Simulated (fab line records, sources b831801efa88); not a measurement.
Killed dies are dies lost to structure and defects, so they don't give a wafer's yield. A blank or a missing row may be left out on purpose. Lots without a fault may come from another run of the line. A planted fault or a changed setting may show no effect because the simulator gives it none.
Which tool did it? | flow gf180mcu | 7 lots, 21 wafers sampled, at 1 step of a route of 602

WHAT THE GAUGES READ, wafer by wafer
GF_M3_CD_MEAS_14: target cd 280 nm.
lot  | measured     | on        | cd_nm (nm)
L586 | day 22 08:51 | cd_sem-02 | 280.3 280.1 279.1
L589 | day 23 10:32 | cd_sem-02 | 280.9 281.2 279.7
L591 | day 24 08:26 | cd_sem-01 | 279.5 281.5 279.5
L593 | day 25 01:59 | cd_sem-02 | 280.8 282.0 281.3
L595 | day 25 16:19 | cd_sem-02 | 280.0 279.2 279.3
L604 | day 28 05:49 | cd_sem-02 | 279.7 280.9 280.5
L607 | day 29 03:14 | cd_sem-01 | 279.8 279.8 279.5

WHICH TOOL RAN EACH LOT (tool, then ch and the chambers of the sampled wafers, then the start)
The record holds no process step before these readings.

THE ANSWER, worked out from the rows above alone
Rule: what is usual is taken from the lots themselves. Put in order of their means at a reading, lots are off if they are a third of the lots or fewer, leave a main group of 4 or more, and stand apart from it by a gap of 3 or more times the standard deviation of the main group's means; of several such gaps the widest counts. A main group whose means are all the same, to the digits that the tables above print for the reading, isn't used. A lot without any number at a reading at which 4 lots or more have one is off too. The other lots that the step has rows for count as sound.
No lot is off at any reading shown: from this, nothing can be told.

WHAT THE SIMULATOR HAD PUT IN
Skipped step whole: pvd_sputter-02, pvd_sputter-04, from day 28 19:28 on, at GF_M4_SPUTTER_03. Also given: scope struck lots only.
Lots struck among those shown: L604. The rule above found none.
